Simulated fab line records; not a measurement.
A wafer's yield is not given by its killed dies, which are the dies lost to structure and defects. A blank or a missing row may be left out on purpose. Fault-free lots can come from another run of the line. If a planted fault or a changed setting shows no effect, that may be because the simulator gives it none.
Which tool did it? / flow sky130 / Sampling: 14 lots, 42 wafers, 4 of 708 route steps

== WHAT THE GAUGES SHOWED, per wafer ==
SKY_POLY_GATE_THK_MEAS_01.
lot=L146; measured=day 14 02:16; on=filmMetro-01; POLY_GATE_CVD_00_THK (nm)=179.3 180.9 179.8
lot=L148; measured=day 14 18:29; on=filmMetro-04; POLY_GATE_CVD_00_THK (nm)=177.7 180.2 179.6
lot=L149; measured=day 15 00:16; on=filmMetro-04; POLY_GATE_CVD_00_THK (nm)=181.1 181.7 182.3
lot=L150; measured=day 15 14:25; on=filmMetro-02; POLY_GATE_CVD_00_THK (nm)=179.2 179.9 179.9
lot=L152; measured=day 16 09:48; on=filmMetro-01; POLY_GATE_CVD_00_THK (nm)=179.8 178.4 179.2
lot=L151; measured=day 16 09:49; on=filmMetro-04; POLY_GATE_CVD_00_THK (nm)=178.8 179.8 178.1
lot=L153; measured=day 16 17:55; on=filmMetro-04; POLY_GATE_CVD_00_THK (nm)=176.9 178.1 177.3
lot=L156; measured=day 17 15:16; on=filmMetro-04; POLY_GATE_CVD_00_THK (nm)=179.0 179.2 179.0
lot=L159; measured=day 19 03:53; on=filmMetro-04; POLY_GATE_CVD_00_THK (nm)=179.7 180.9 180.4
lot=L160; measured=day 19 14:13; on=filmMetro-02; POLY_GATE_CVD_00_THK (nm)=178.9 181.6 178.7
lot=L163; measured=day 20 05:03; on=filmMetro-01; POLY_GATE_CVD_00_THK (nm)=178.7 179.6 179.4
lot=L166; measured=day 21 08:26; on=filmMetro-01; POLY_GATE_CVD_00_THK (nm)=181.0 179.5 180.9
lot=L167; measured=day 21 09:38; on=filmMetro-04; POLY_GATE_CVD_00_THK (nm)=177.6 178.4 178.3
lot=L168; measured=day 21 16:38; on=filmMetro-04; POLY_GATE_CVD_00_THK (nm)=175.5 178.5 177.6

SKY_POLY_GATE_THK_MEAS_21.
lot=L146; measured=day 16 12:38; on=filmMetro-02; POLY_GATE_OXIDATION_THK (nm)=4.20 4.10 4.05
lot=L148; measured=day 17 06:58; on=filmMetro-02; POLY_GATE_OXIDATION_THK (nm)=3.95 3.94 3.97
lot=L149; measured=day 17 12:32; on=filmMetro-04; POLY_GATE_OXIDATION_THK (nm)=3.95 3.98 4.04
lot=L150; measured=day 18 07:09; on=filmMetro-01; POLY_GATE_OXIDATION_THK (nm)=4.05 4.04 4.04
lot=L152; measured=day 19 08:59; on=filmMetro-01; POLY_GATE_OXIDATION_THK (nm)=4.03 4.04 4.07
lot=L151; measured=day 19 09:02; on=filmMetro-04; POLY_GATE_OXIDATION_THK (nm)=3.98 4.03 3.96
lot=L153; measured=day 19 12:50; on=filmMetro-04; POLY_GATE_OXIDATION_THK (nm)=3.89 3.91 3.86
lot=L156; measured=day 20 07:23; on=filmMetro-01; POLY_GATE_OXIDATION_THK (nm)=3.97 3.91 3.86
lot=L159; measured=day 21 21:46; on=filmMetro-01; POLY_GATE_OXIDATION_THK (nm)=3.99 4.05 3.94
lot=L160; measured=day 22 06:35; on=filmMetro-01; POLY_GATE_OXIDATION_THK (nm)=4.09 4.06 3.96
lot=L163; measured=day 22 21:44; on=filmMetro-01; POLY_GATE_OXIDATION_THK (nm)=4.12 4.13 4.23
lot=L166; measured=day 24 01:20; on=filmMetro-04; POLY_GATE_OXIDATION_THK (nm)=4.05 4.01 4.03
lot=L167; measured=day 24 02:28; on=filmMetro-04; POLY_GATE_OXIDATION_THK (nm)=3.94 3.93 3.95
lot=L168; measured=day 24 09:49; on=filmMetro-01; POLY_GATE_OXIDATION_THK (nm)=3.95 3.91 3.89

SKY_LDD_P_OVL_MEAS_08.
lot=L146; measured=day 19 00:40; on=overlay-01; LDD_P_OVL (nm)=1.9 2.1 1.0
lot=L148; measured=day 19 20:22; on=overlay-01; LDD_P_OVL (nm)=-0.5 -0.6 0.4
lot=L149; measured=day 20 01:25; on=overlay-01; LDD_P_OVL (nm)=0.7 1.7 1.3
lot=L150; measured=day 20 21:11; on=overlay-01; LDD_P_OVL (nm)=0.7 0.9 0.6
lot=L152; measured=day 21 22:35; on=overlay-01; LDD_P_OVL (nm)=-0.1 -0.8 -0.4
lot=L151; measured=day 22 00:44; on=overlay-01; LDD_P_OVL (nm)=1.2 -0.3 -1.9
lot=L153; measured=day 22 02:49; on=overlay-02; LDD_P_OVL (nm)=-0.2 0.0 0.5
lot=L156; measured=day 22 20:52; on=overlay-01; LDD_P_OVL (nm)=-0.8 -0.6 -1.4
lot=L159; measured=day 24 10:34; on=overlay-01; LDD_P_OVL (nm)=-0.7 -1.1 0.2
lot=L160; measured=day 24 19:55; on=overlay-02; LDD_P_OVL (nm)=1.7 1.1 2.3
lot=L163; measured=day 25 11:11; on=overlay-01; LDD_P_OVL (nm)=-0.5 -0.9 -1.2
lot=L166; measured=day 26 13:43; on=overlay-02; LDD_P_OVL (nm)=2.2 0.9 2.4
lot=L167; measured=day 26 14:46; on=overlay-01; LDD_P_OVL (nm)=3.1 3.1 2.8
lot=L168; measured=day 26 21:25; on=overlay-02; LDD_P_OVL (nm)=-0.6 -0.5 1.6

== WHAT TOOL EACH LOT RAN ON (gives the tool, then ch and the chambers of the sampled wafers, and finally the start) ==
lot=L146; SKY_LDD_N_IMPLANT_13=implanter-02 ch 0, day 17 17:54
lot=L148; SKY_LDD_N_IMPLANT_13=implanter-04 ch 0, day 18 13:17
lot=L149; SKY_LDD_N_IMPLANT_13=implanter-02 ch 0, day 18 19:18
lot=L150; SKY_LDD_N_IMPLANT_13=implanter-01 ch 0, day 19 14:20
lot=L152; SKY_LDD_N_IMPLANT_13=implanter-04 ch 0, day 20 15:50
lot=L151; SKY_LDD_N_IMPLANT_13=implanter-01 ch 0, day 20 17:13
lot=L153; SKY_LDD_N_IMPLANT_13=implanter-01 ch 0, day 20 19:43
lot=L156; SKY_LDD_N_IMPLANT_13=implanter-04 ch 0, day 21 14:27
lot=L159; SKY_LDD_N_IMPLANT_13=implanter-04 ch 0, day 23 04:35
lot=L160; SKY_LDD_N_IMPLANT_13=implanter-01 ch 0, day 23 13:35
lot=L163; SKY_LDD_N_IMPLANT_13=implanter-02 ch 0, day 24 04:28
lot=L166; SKY_LDD_N_IMPLANT_13=implanter-04 ch 0, day 25 08:06
lot=L167; SKY_LDD_N_IMPLANT_13=implanter-02 ch 0, day 25 09:02
lot=L168; SKY_LDD_N_IMPLANT_13=implanter-01 ch 0, day 25 15:57
- SKY_LDD_N_IMPLANT_13

== AS READ BY THE TOOLS THEMSELVES (means over the sampled wafers that have a number; for cases with no such wafer, the mark the record gives instead) ==
SKY_LDD_N_IMPLANT_13.
lot=L146; tool=implanter-02; beamEnergyKeV=50.005; beamOnS (s)=10.02; tiltDeg (degrees)=30.011
lot=L148; tool=implanter-04; beamEnergyKeV=49.990; beamOnS (s)=9.85; tiltDeg (degrees)=29.996
lot=L149; tool=implanter-02; beamEnergyKeV=49.996; beamOnS (s)=9.84; tiltDeg (degrees)=30.007
lot=L150; tool=implanter-01; beamEnergyKeV=49.989; beamOnS (s)=9.88; tiltDeg (degrees)=29.994
lot=L152; tool=implanter-04; beamEnergyKeV=49.991; beamOnS (s)=10.07; tiltDeg (degrees)=29.996
lot=L151; tool=implanter-01; beamEnergyKeV=49.998; beamOnS (s)=9.96; tiltDeg (degrees)=30.027
lot=L153; tool=implanter-01; beamEnergyKeV=50.015; beamOnS (s)=10.00; tiltDeg (degrees)=29.987
lot=L156; tool=implanter-04; beamEnergyKeV=47.772; beamOnS (s)=10.10; tiltDeg (degrees)=30.012
lot=L159; tool=implanter-04; beamEnergyKeV=47.789; beamOnS (s)=9.96; tiltDeg (degrees)=30.024
lot=L160; tool=implanter-01; beamEnergyKeV=49.984; beamOnS (s)=10.08; tiltDeg (degrees)=29.991
lot=L163; tool=implanter-02; beamEnergyKeV=50.000; beamOnS (s)=9.92; tiltDeg (degrees)=29.999
lot=L166; tool=implanter-04; beamEnergyKeV=50.004; beamOnS (s)=9.86; tiltDeg (degrees)=30.010
lot=L167; tool=implanter-02; beamEnergyKeV=50.001; beamOnS (s)=9.99; tiltDeg (degrees)=29.958
lot=L168; tool=implanter-01; beamEnergyKeV=50.005; beamOnS (s)=10.04; tiltDeg (degrees)=29.988

== THE ANSWER, worked out from the rows above alone ==
Rule: what is usual is taken from the lots themselves. The widest of any qualifying gaps counts: lots, ordered by their means at a reading, are off when they make up no more than a third of the lots, leave a main group of 4 or more, and stand apart from it by 3 or more times the standard deviation of that group's means. A main group is skipped when, at the precision printed for the reading in the tables above, its means are all equal. A lot without any number at a reading at which 4 lots or more have one is off too. The other lots that the step has rows for count as sound. First the gauges in route order, then the tools' own readings, where a lot's mean is used as printed above. At the first step where some lot is off, the reading lying furthest off is the one used; lots without a number count as furthest.
Off: L156, L159 (SKY_LDD_N_IMPLANT_13, beamEnergyKeV). The main group has a mean of 49.998 with a standard deviation of 0.0083.
A tool fits if, at that step or a process step before it, it ran every lot that is off, and no sound lot after the first of them. Of those tried, none fits.

== WHAT THE SIMULATOR HAD INSERTED ==
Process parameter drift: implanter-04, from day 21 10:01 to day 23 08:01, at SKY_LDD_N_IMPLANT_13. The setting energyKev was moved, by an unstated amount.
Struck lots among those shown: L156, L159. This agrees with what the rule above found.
